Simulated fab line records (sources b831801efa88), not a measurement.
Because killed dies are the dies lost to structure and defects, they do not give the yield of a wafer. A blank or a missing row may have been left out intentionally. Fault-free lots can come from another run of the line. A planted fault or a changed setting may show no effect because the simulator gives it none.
Which tool is to blame? || flow sky130 || 33 wafers from 11 lots sampled at 5 of the route's 708 steps

== WHAT THE GAUGES READ, wafer by wafer ==
SKY_PASSIVATION_THK_MEAS_03.
{"lot": "L801", "measured": "day 44 05:58", "on": "film metro-02", "PASSIVATION_CVD_02_THK (nm)": "540 540 548"}
{"lot": "L802", "measured": "day 44 11:18", "on": "film metro-01", "PASSIVATION_CVD_02_THK (nm)": "538 538 545"}
{"lot": "L805", "measured": "day 45 15:47", "on": "film metro-01", "PASSIVATION_CVD_02_THK (nm)": "530 536 532"}
{"lot": "L808", "measured": "day 45 22:58", "on": "film metro-03", "PASSIVATION_CVD_02_THK (nm)": "539 530 538"}
{"lot": "L809", "measured": "day 46 07:41", "on": "film metro-02", "PASSIVATION_CVD_02_THK (nm)": "534 543 546"}
{"lot": "L810", "measured": "day 46 14:59", "on": "film metro-02", "PASSIVATION_CVD_02_THK (nm)": "551 536 550"}
{"lot": "L812", "measured": "day 47 04:53", "on": "film metro-02", "PASSIVATION_CVD_02_THK (nm)": "523 536 544"}
{"lot": "L813", "measured": "day 47 08:14", "on": "film metro-03", "PASSIVATION_CVD_02_THK (nm)": "522 539 533"}
{"lot": "L819", "measured": "day 48 19:16", "on": "film metro-01", "PASSIVATION_CVD_02_THK (nm)": "536 533 547"}
{"lot": "L821", "measured": "day 49 09:28", "on": "film metro-01", "PASSIVATION_CVD_02_THK (nm)": "531 542 547"}
{"lot": "L823", "measured": "day 49 10:46", "on": "film metro-03", "PASSIVATION_CVD_02_THK (nm)": "529 546 536"}

== TOOL THAT RAN EACH LOT (tool first, then ch and the chambers of the sampled wafers, then the start) ==
{"lot": "L801", "SKY_VIA2_ETCH_15": "rie diel-04 ch 0,2,3, day 36 16:22", "SKY_METAL3_SPUTTER_02": "pvd sputter-01, day 36 17:44", "SKY_METAL5_METAL_ETCH_15": "rie metal-02 ch 0,1, day 44 04:46", "SKY_METAL5_STRIP_16": "plasma asher-02 ch 0,1, day 44 05:00"}
{"lot": "L802", "SKY_VIA2_ETCH_15": "rie diel-02 ch 0,1,2, day 36 20:56", "SKY_METAL3_SPUTTER_02": "pvd sputter-03, day 36 22:19", "SKY_METAL5_METAL_ETCH_15": "rie metal-04 ch 0, day 44 10:07", "SKY_METAL5_STRIP_16": "plasma asher-04 ch 1, day 44 10:21"}
{"lot": "L805", "SKY_VIA2_ETCH_15": "rie diel-02 ch 1,2, day 38 06:16", "SKY_METAL3_SPUTTER_02": "pvd sputter-01, day 38 07:39", "SKY_METAL5_METAL_ETCH_15": "rie metal-04 ch 0,1, day 45 14:38", "SKY_METAL5_STRIP_16": "plasma asher-01 ch 0, day 45 14:53"}
{"lot": "L808", "SKY_VIA2_ETCH_15": "rie diel-01 ch 0,1,3, day 38 16:50", "SKY_METAL3_SPUTTER_02": "pvd sputter-01, day 38 18:21", "SKY_METAL5_METAL_ETCH_15": "rie metal-02 ch 0, day 45 21:24", "SKY_METAL5_STRIP_16": "plasma asher-02 ch 0,1, day 45 21:52"}
{"lot": "L809", "SKY_VIA2_ETCH_15": "rie diel-02 ch 0,1,2, day 39 05:56", "SKY_METAL3_SPUTTER_02": "pvd sputter-01, day 39 07:19", "SKY_METAL5_METAL_ETCH_15": "rie metal-04 ch 0,1, day 46 06:31", "SKY_METAL5_STRIP_16": "plasma asher-02 ch 0,1, day 46 06:45"}
{"lot": "L810", "SKY_VIA2_ETCH_15": "rie diel-02 ch 1,2, day 39 10:52", "SKY_METAL3_SPUTTER_02": "pvd sputter-01, day 39 12:16", "SKY_METAL5_METAL_ETCH_15": "rie metal-02 ch 0, day 46 13:33", "SKY_METAL5_STRIP_16": "plasma asher-02 ch 0,1, day 46 14:01"}
{"lot": "L812", "SKY_VIA2_ETCH_15": "rie diel-04 ch 0,2,3, day 40 04:43", "SKY_METAL3_SPUTTER_02": "pvd sputter-03, day 40 08:40", "SKY_METAL5_METAL_ETCH_15": "rie metal-02 ch 0,1, day 47 03:48", "SKY_METAL5_STRIP_16": "plasma asher-01 ch 0,1, day 47 03:59"}
{"lot": "L813", "SKY_VIA2_ETCH_15": "rie diel-01 ch 1,2, day 40 10:17", "SKY_METAL3_SPUTTER_02": "pvd sputter-03, day 40 11:55", "SKY_METAL5_METAL_ETCH_15": "rie metal-02 ch 0,1, day 47 07:04", "SKY_METAL5_STRIP_16": "plasma asher-04 ch 0,1, day 47 07:18"}
{"lot": "L819", "SKY_VIA2_ETCH_15": "rie diel-04 ch 0,3, day 42 03:47", "SKY_METAL3_SPUTTER_02": "pvd sputter-02, day 42 05:16", "SKY_METAL5_METAL_ETCH_15": "rie metal-02 ch 1, day 48 18:07", "SKY_METAL5_STRIP_16": "plasma asher-01 ch 0,1, day 48 18:21"}
{"lot": "L821", "SKY_VIA2_ETCH_15": "rie diel-01 ch 2,3, day 42 20:11", "SKY_METAL3_SPUTTER_02": "pvd sputter-03, day 42 21:35", "SKY_METAL5_METAL_ETCH_15": "rie metal-04 ch 0,1, day 49 08:19", "SKY_METAL5_STRIP_16": "plasma asher-01 ch 0,1, day 49 08:33"}
{"lot": "L823", "SKY_VIA2_ETCH_15": "rie diel-04 ch 2,3, day 42 22:01", "SKY_METAL3_SPUTTER_02": "pvd sputter-02, day 43 00:13", "SKY_METAL5_METAL_ETCH_15": "rie metal-03 ch 0,1, day 49 09:41", "SKY_METAL5_STRIP_16": "plasma asher-02 ch 0,1, day 49 09:53"}
- SKY_VIA2_ETCH_15: etches SiO2 in C4F8/O2/Ar, stops on TiN, target depth 546 nm, time 84 s.
- SKY_METAL3_SPUTTER_02: material AlCu, target thk 735 nm, time 39.1 s.
- SKY_METAL5_METAL_ETCH_15: etches the open film in Cl2/BCl3, stops on SiO2, target depth 1260 nm, time 252 s.
- SKY_METAL5_STRIP_16: strips in O2/N2.

== THE ANSWER, worked out from the rows above alone ==
Rule: what is usual is taken from the lots themselves. The widest of any qualifying gaps counts: lots, ordered by their means at a reading, are off when they make up no more than a third of the lots, leave a main group of 4 or more, and stand apart from it by 3 or more times the standard deviation of that group's means. A main group whose means are all the same, to the digits that the tables above print for the reading, isn't used. Also off: a lot with no number at a reading for which 4 or more lots have one. Any other lot the step has rows for is counted as sound.
No lot is off at any reading shown: from this, nothing can be told.

== WHAT THE SIMULATOR HAD INSERTED ==
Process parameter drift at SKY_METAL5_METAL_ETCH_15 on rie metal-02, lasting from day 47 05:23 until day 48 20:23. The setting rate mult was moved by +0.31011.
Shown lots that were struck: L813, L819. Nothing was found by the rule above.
